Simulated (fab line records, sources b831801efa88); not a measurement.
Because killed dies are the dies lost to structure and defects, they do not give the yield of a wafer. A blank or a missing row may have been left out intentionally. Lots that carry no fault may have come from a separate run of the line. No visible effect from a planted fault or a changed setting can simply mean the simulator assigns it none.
fab line records    flow sky130
[record] lots = 13  wafers = 39  last_day = 51
route steps=708 shown VT_ADJUST_LVTN@104 VT_ADJUST_NCORE@121 VT_ADJUST_HVTR@141 VT_ADJUST_PCH@150 PAD_OPEN@708
lots that met no fault: taken from a fault-free run of the same line
start_h: the number of hours between the record's first day and the start of the first shown wafer of the lot    wait_h: hours since the lot's step before    " identical to the entry in the row above    L1.1+2: a single row standing in for several wafers    - either no value or no given start    * or withheld: withheld    < > ~ a bound
route shown NAME@n: a module of which the file shows steps, and the number in the route of the first    usual: mean/standard deviation of fault-free wafers    same: alike in all rows    chamber/n: place in a boat    sites: the reading at each site    _std_site: their standard deviation    _edge_site: inner sites' mean taken away from outer sites' mean    radius_mm: how far each site lies from the wafer's centre    mask NAME#n: copy n    behind: the tool/chamber that last shaped the wafer    hold: the reason the lot was held/the length of the hold in hours/how it ended    device: the n, p or np transistor that did not switch    end of line: the tests these same wafers got at the end of their route    where a step has no rows: the recipe by itself    killed: dies that structure and defects cost at the first sort, which is not the same as the wafer's yield    map: the dies of a wafer, with x for killed, . for not killed, _ for no die there
set.NAME: setting as actually run; set.NAME@STEP: the setting as run at that earlier step    model.NAME: the simulator's own value behind a step, which no gauge read
steps of the route over a sample of lots; a table a step, a row a wafer
services: a tool's chamber out of use, with start hour (start_h, from the record's first day; less than 0 if before it), hours out, and reason
[[steps]]
[step SKY_VT_ADJUST_LVTN_OVL_MEAS_07]
[usual] VT_ADJUST_LVTN_OVL = 0.0/1.3
lot.wafer  tool        chamber  start_h  wait_h  VT_ADJUST_LVTN_OVL[nm]
L545.1     overlay-01  -        149.35   -       1.8
L545.2     "           -        "        "       0.4
L545.3     "           -        "        "       0.3
L546.1     overlay-02  -        153.05   -       3.2
L546.3     "           -        "        "       -0.4
L546.4     "           -        "        "       2.6
L547.1     overlay-02  -        161.86   -       -1.5
L547.2     "           -        "        "       -1.8
L547.4     "           -        "        "       -1.7
L549.4     overlay-01  -        185.38   -       0.4
L549.5     "           -        "        "       -0.7
L549.6     "           -        "        "       0.9
L550.2     overlay-01  -        187.31   -       -0.4
L550.3     "           -        "        "       -1.5
L550.6     "           -        "        "       -1.7
L555.1     overlay-02  -        220.31   -       -1.5
L555.2     "           -        "        "       -0.6
L555.5     "           -        "        "       -0.4
L558.3     overlay-01  -        245.11   -       1.8
L558.4     "           -        "        "       0.3
L558.6     "           -        "        "       0.3
L559.3     overlay-02  -        246.92   -       -0.1
L559.4     "           -        "        "       -0.2
L559.6     "           -        "        "       1.4
L562.2     overlay-02  -        259.91   -       0.6
L562.3     "           -        "        "       -0.5
L562.6     "           -        "        "       1.9
L564.2     overlay-02  -        274.51   -       2.2
L564.3     "           -        "        "       1.8
L564.4     "           -        "        "       0.3
L565.1     overlay-01  -        281.16   -       1.6
L565.2     "           -        "        "       0.6
L565.6     "           -        "        "       1.4
L567.2     overlay-01  -        297.46   -       -1.4
L567.3     "           -        "        "       -2.2
L567.6     "           -        "        "       -0.7
L568.1     overlay-02  -        302.25   -       1.0
L568.2     "           -        "        "       1.2
L568.3     "           -        "        "       0.0
[step SKY_VT_ADJUST_NCORE_COAT_02]
[recipe] resist = NOVOLAK  spin_rpm = 3000  resist_thk_nm = 1140
lot.wafer   tool            chamber  start_h  wait_h
L545.1+2+3  litho_track-04  0        182.15   0.1
L546.1+3+4  litho_track-04  0        186.25   0.1
L547.1+2+4  litho_track-01  0        193.91   0.1
L549.4+5+6  litho_track-04  0        218.68   0.1
L550.2+3+6  litho_track-01  0        221.23   0.1
L555.1+2+5  litho_track-03  0        256.43   0.1
L558.3+4+6  litho_track-04  0        281.40   0.1
L559.3+4+6  litho_track-04  0        284.55   0.1
L562.2+3+6  litho_track-04  0        298.08   0.1
L564.2+3+4  litho_track-01  0        313.68   0.1
L565.1+2+6  litho_track-01  0        321.46   0.1
L567.2+3+6  litho_track-03  0        339.16   0.1
L568.1+2+3  litho_track-01  0        343.66   0.1
[step SKY_VT_ADJUST_NCORE_STRIP_10]
[recipe] chemistry = O2/N2  power_w = 1400  pressure_mtorr = 1500  platen_temp_c = withheld  o2_flow_sccm = 2883  n2_flow_sccm = 300  overash_fraction = 0.5
[usual] drypump_motor_current_A = 5.9/0.7  oes_product_au = 0.714/0.0045  strip_time_to_endpoint_s = 14.24/0.036
lot.wafer  tool             chamber  start_h  wait_h  drypump_motor_current_A  oes_product_au  rf_hours_counter_h  strip_time_to_endpoint_s
L545.1     plasma_asher-03  0        193.56   0.1     5.7                      0.703           36                  14.23
L545.2     "                1        "        "       5.1                      0.712           36                  14.24
L545.3     "                1        "        "       5.1                      0.713           -                   14.25
L546.1     plasma_asher-02  1        197.21   0.1     6.7                      0.711           8                   14.27
L546.3     "                1        "        "       6.7                      0.712           -                   14.26
L546.4     "                0        "        "       4.8                      0.722           -                   14.28
L547.1     plasma_asher-03  1        205.71   0.1     5.1                      0.716           37                  14.24
L547.2     "                0        "        "       5.7                      0.721           37                  14.19
L547.4     "                0        "        "       5.8                      0.714           -                   14.23
L549.4     plasma_asher-01  1        230.49   0.1     6.6                      0.722           -                   14.24
L549.5     "                0        "        "       5.8                      0.712           -                   14.23
L549.6     "                1        "        "       6.6                      0.708           -                   14.25
L550.2     plasma_asher-02  1        233.41   0.1     6.7                      0.713           12                  14.22
L550.3     "                1        "        "       6.7                      0.711           -                   14.23
L550.6     "                0        "        "       4.8                      0.710           -                   14.25
L555.1     plasma_asher-01  0        269.56   0.1     5.8                      0.714           58                  14.17
L555.2     "                1        "        "       6.6                      0.725           58                  14.24
L555.5     "                0        "        "       5.8                      0.718           -                   14.19
L558.3     plasma_asher-02  0        295.32   0.1     4.8                      0.718           -                   14.68
L558.4     "                1        "        "       6.7                      0.718           -                   14.74
L558.6     "                0        "        "       4.8                      0.703           -                   14.70
L559.3     plasma_asher-02  0        298.09   0.1     4.8                      0.717           -                   14.62
L559.4     "                1        "        "       6.7                      0.715           -                   14.61
L559.6     "                0        "        "       4.8                      0.714           -                   14.61
L562.2     plasma_asher-01  0        311.44   0.1     5.8                      0.717           62                  14.66
L562.3     "                0        "        "       5.7                      0.715           -                   14.66
L562.6     "                0        "        "       5.8                      0.712           -                   14.71
L564.2     plasma_asher-03  0        327.66   0.1     5.8                      0.714           50                  14.21
L564.3     "                0        "        "       5.8                      0.713           -                   14.25
L564.4     "                1        "        "       5.1                      0.704           -                   14.25
L565.1     plasma_asher-01  0        336.06   0.1     5.8                      0.715           64                  14.19
L565.2     "                1        "        "       6.6                      0.713           64                  14.23
L565.6     "                1        "        "       6.6                      0.711           -                   14.17
L567.2     plasma_asher-01  0        353.29   0.1     5.8                      0.712           67                  14.19
L567.3     "                1        "        "       6.6                      0.713           -                   14.18
L567.6     "                0        "        "       5.8                      0.719           -                   14.19
L568.1     plasma_asher-03  0        358.44   0.1     5.8                      0.713           53                  14.25
L568.2     "                1        "        "       5.1                      0.718           53                  14.27
L568.3     "                1        "        "       5.1                      0.706           -                   14.27
[step SKY_VT_ADJUST_HVTR_STRIP_10]
[recipe] chemistry = O2/N2  power_w = 1400  pressure_mtorr = 1500  platen_temp_c = withheld  o2_flow_sccm = 3000  n2_flow_sccm = 300  overash_fraction = 0.5
[usual] drypump_motor_current_A = 5.5/0.51  oes_product_au = 0.716/0.0046  strip_time_to_endpoint_s = 14.21/0.046
lot.wafer  tool             chamber  start_h  wait_h  drypump_motor_current_A  oes_product_au  rf_hours_counter_h  strip_time_to_endpoint_s
L545.1     plasma_asher-03  0        215.61   0.1     5.8                      0.707           38                  14.23
L545.2     "                1        "        "       5.1                      0.721           38                  14.21
L545.3     "                1        "        "       5.1                      0.726           -                   14.26
L546.1     plasma_asher-04  1        220.38   0.1     5.4                      0.716           49                  14.20
L546.3     "                1        "        "       5.4                      0.718           -                   14.26
L546.4     "                0        "        "       5.8                      0.717           -                   14.23
L547.1     plasma_asher-03  1        228.09   0.1     5.1                      0.719           40                  14.22
L547.2     "                0        "        "       5.8                      0.725           40                  14.26
L547.4     "                0        "        "       5.8                      0.711           -                   14.22
L549.4     plasma_asher-04  0        255.19   0.1     5.8                      0.709           -                   14.20
L549.5     "                0        "        "       5.8                      0.715           -                   14.16
L549.6     "                1        "        "       5.4                      0.713           -                   14.17
L550.2     plasma_asher-03  0        258.36   0.1     5.8                      0.725           42                  14.27
L550.3     "                0        "        "       5.8                      0.718           -                   14.22
L550.6     "                0        "        "       5.8                      0.714           -                   14.21
L555.1     plasma_asher-03  1        295.61   0.1     5.1                      0.714           46                  14.26
L555.2     "                0        "        "       5.8                      0.708           46                  14.27
L555.5     "                1        "        "       5.1                      0.712           -                   14.26
L558.3     plasma_asher-02  0        322.44   0.1     4.8                      0.716           -                   14.21
L558.4     "                1        "        "       6.7                      0.720           -                   14.22
L558.6     "                0        "        "       4.8                      0.713           -                   14.25
L559.3     plasma_asher-03  0        325.79   0.1     5.8                      0.715           -                   14.18
L559.4     "                1        "        "       5.1                      0.713           -                   14.23
L559.6     "                1        "        "       5.1                      0.720           -                   14.18
L562.2     plasma_asher-03  1        340.51   0.1     5.1                      0.715           51                  14.19
L562.3     "                1        "        "       5.1                      0.720           -                   14.19
L562.6     "                0        "        "       5.8                      0.722           -                   14.19
L564.2     plasma_asher-03  1        356.56   0.1     5.1                      0.715           53                  14.20
L564.3     "                0        "        "       5.7                      0.714           -                   14.22
L564.4     "                1        "        "       5.1                      0.726           -                   14.16
L565.1     plasma_asher-04  0        365.66   0.1     5.8                      0.716           63                  14.18
L565.2     "                1        "        "       5.4                      0.715           63                  14.12
L565.6     "                0        "        "       5.8                      0.723           -                   14.11
L567.2     plasma_asher-04  0        383.29   0.1     5.8                      0.714           65                  14.21
L567.3     "                0        "        "       5.8                      0.720           -                   14.22
L567.6     "                1        "        "       5.4                      0.712           -                   14.21
L568.1     plasma_asher-03  1        388.54   0.1     5.1                      0.712           55                  14.27
L568.2     "                0        "        "       5.7                      0.712           55                  14.21
L568.3     "                0        "        "       5.8                      0.718           -                   14.19
[step SKY_VT_ADJUST_PCH_OVL_MEAS_07]
[usual] VT_ADJUST_PCH_OVL = -0.1/1.3
lot.wafer  tool        chamber  start_h  wait_h  VT_ADJUST_PCH_OVL[nm]
L545.1     overlay-01  -        239.05   -       -2.2
L545.2     "           -        "        "       -3.2
L545.3     "           -        "        "       -0.8
L546.1     overlay-01  -        243.95   -       -0.3
L546.3     "           -        "        "       1.2
L546.4     "           -        "        "       1.8
L547.1     overlay-02  -        251.90   -       2.7
L547.2     "           -        "        "       0.5
L547.4     "           -        "        "       0.7
L549.4     overlay-01  -        279.82   -       0.2
L549.5     "           -        "        "       -1.6
L549.6     "           -        "        "       -2.4
L550.2     overlay-02  -        282.96   -       1.3
L550.3     "           -        "        "       0.1
L550.6     "           -        "        "       0.6
L555.1     overlay-02  -        322.15   -       -1.5
L555.2     "           -        "        "       -1.4
L555.5     "           -        "        "       -1.3
L558.3     overlay-02  -        351.41   -       0.5
L558.4     "           -        "        "       1.1
L558.6     "           -        "        "       1.9
L559.3     overlay-01  -        353.95   -       -1.8
L559.4     "           -        "        "       0.7
L559.6     "           -        "        "       -0.5
L562.2     overlay-01  -        369.36   -       -1.4
L562.3     "           -        "        "       -0.2
L562.6     "           -        "        "       -0.3
L564.2     overlay-01  -        387.06   -       -1.9
L564.3     "           -        "        "       -0.9
L564.4     "           -        "        "       -1.7
L565.1     overlay-02  -        396.28   -       0.8
L565.2     "           -        "        "       1.5
L565.6     "           -        "        "       -0.4
L567.2     overlay-02  -        413.79   -       0.4
L567.3     "           -        "        "       0.8
L567.6     "           -        "        "       0.9
L568.1     overlay-02  -        419.60   -       -0.2
L568.2     "           -        "        "       0.6
L568.3     "           -        "        "       0.6
[step SKY_PAD_OPEN_PROBE_99]
[usual] killed_at_M0_to_M3 = 43/6.4  killed_at_M4_up = 3.3/1.9  killed_at_contacts = 24/5.7  killed_at_front_end = 15/4.7  killed_at_other = 0.3/0.48  killed_dies = 86/9.2  killed_on_rim = 17/3.4  killed_open = 47/7  killed_short = 39/6.5
[same] gross_dies = 492  killed_at_back_side = 0
lot.wafer  tool       chamber  start_h  wait_h  killed_at_M0_to_M3  killed_at_M4_up  killed_at_contacts  killed_at_front_end  killed_at_other  killed_dies  killed_on_rim  killed_open  killed_short
L549.4     prober-02  -        1148.95  0.2     44                  6                22                  15                   0                87           17             46           41
L549.5     prober-02  -        1149.00  0.2     40                  2                23                  16                   0                81           19             46           34
L549.6     prober-02  -        1149.05  0.2     43                  4                22                  15                   0                84           17             38           45
L562.2     prober-01  -        1205.11  0.1     39                  3                24                  26                   0                92           16             44           48
L562.3     prober-01  -        1205.16  0.2     33                  1                26                  15                   0                75           16             40           33
L562.6     prober-01  -        1205.31  0.2     41                  6                24                  18                   0                89           17             45           44
// killed by level:class
L549.4 VIA1:geometric_particle:open=11 LOCAL_INTERCONNECT:geometric_particle:short=6 METAL4:geometric_particle:short=6 VIA3:geometric_particle:open=5 POLY_GATE:geometric_particle:open=5 CONTACT:geometric_particle:open=5 METAL1:geometric_particle:short=5 VIA1:geometric_particle:short=5
L549.5 LI_CONTACT:geometric_particle:open=9 VIA1:geometric_particle:open=9 VIA3:geometric_particle:open=8 FIELD_ISO:geometric_particle:short=5 CONTACT:geometric_particle:open=5 POLY_GATE:geometric_particle:open=4 CONTACT:geometric_particle:short=4 METAL3:geometric_particle:short=4
L549.6 VIA1:geometric_particle:open=13 METAL1:geometric_particle:short=7 CONTACT:geometric_particle:open=7 POLY_GATE:geometric_particle:short=5 METAL2:geometric_particle:short=5 LI_CONTACT:geometric_particle:short=4 FIELD_ISO:geometric_particle:short=4 LI_CONTACT:geometric_particle:open=4
L562.2 VIA1:geometric_particle:open=8 FIELD_ISO:geometric_particle:short=7 METAL2:geometric_particle:short=7 LI_CONTACT:geometric_particle:open=7 FIELD_ISO:geometric_particle:open=5 CONTACT:geometric_particle:open=5 VIA3:geometric_particle:open=5 POLY_GATE:geometric_particle:short=4
L562.3 CONTACT:geometric_particle:open=8 LI_CONTACT:geometric_particle:open=7 CONTACT:geometric_particle:short=6 VIA3:geometric_particle:open=6 FIELD_ISO:geometric_particle:short=4 VIA2:geometric_particle:open=4 METAL1:geometric_particle:short=4 VIA1:geometric_particle:open=4
L562.6 VIA1:geometric_particle:open=9 FIELD_ISO:geometric_particle:open=7 METAL2:geometric_particle:short=7 LOCAL_INTERCONNECT:geometric_particle:short=6 FIELD_ISO:geometric_particle:short=5 LI_CONTACT:geometric_particle:open=5 VIA1:geometric_particle:short=5 VIA2:geometric_particle:open=5
[[services]]
tool             chamber  start_h  hours  kind
plasma_asher-03  -        161.86   14.6   pm
plasma_asher-01  -        178.50   0.4    repair
litho_track-03   -        206.33   -      consumable_replace:filter
plasma_asher-02  -        266.19   15.6   pm
plasma_asher-01  -        272.22   4.3    repair
plasma_asher-01  -        316.64   2.8    pm
plasma_asher-04  -        330.89   15.8   repair
plasma_asher-03  -        363.36   7.2    repair
[[key]]
[first_sign] step = SKY_VT_ADJUST_NCORE_STRIP_10  reading = strip_time_to_endpoint_s  direction = up  sigmas = 12  usual = *  struck = *  through = *
effect none on later readings
met_at SKY_VT_ADJUST_NCORE_COAT_02
struck_lots L558,L559,L562
tester_left_out L558,L559,L562
[loop_trim] step = SKY_VT_ADJUST_NCORE_EXPOSE_04  setting = dose  lots = L562
not_acting_at SKY_VT_ADJUST_LVTN_OVL_MEAS_07,SKY_VT_ADJUST_HVTR_STRIP_10,SKY_VT_ADJUST_PCH_OVL_MEAS_07
onset_between 218.68 281.40
[fault] kind = process_parameter_drift  tool = litho_track-04  chamber = -  onset_h = 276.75  steps = SKY_VT_ADJUST_NCORE_COAT_02  channel = resist_thk_nm  offset = 35.881  shape = step  end_h = 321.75  acts_in = these_recipes_only  stated = 1140
// tester_left_out: of these lots the tester's yield and bins aren't shown, on N5 and GAA mostly nor the transistor test; their killed dies are dies lost to structure and defects alone, not to doping, threshold or leakage, so they don't give the yield
// loop_trim: a control loop set the setting to another value than it would have without faults
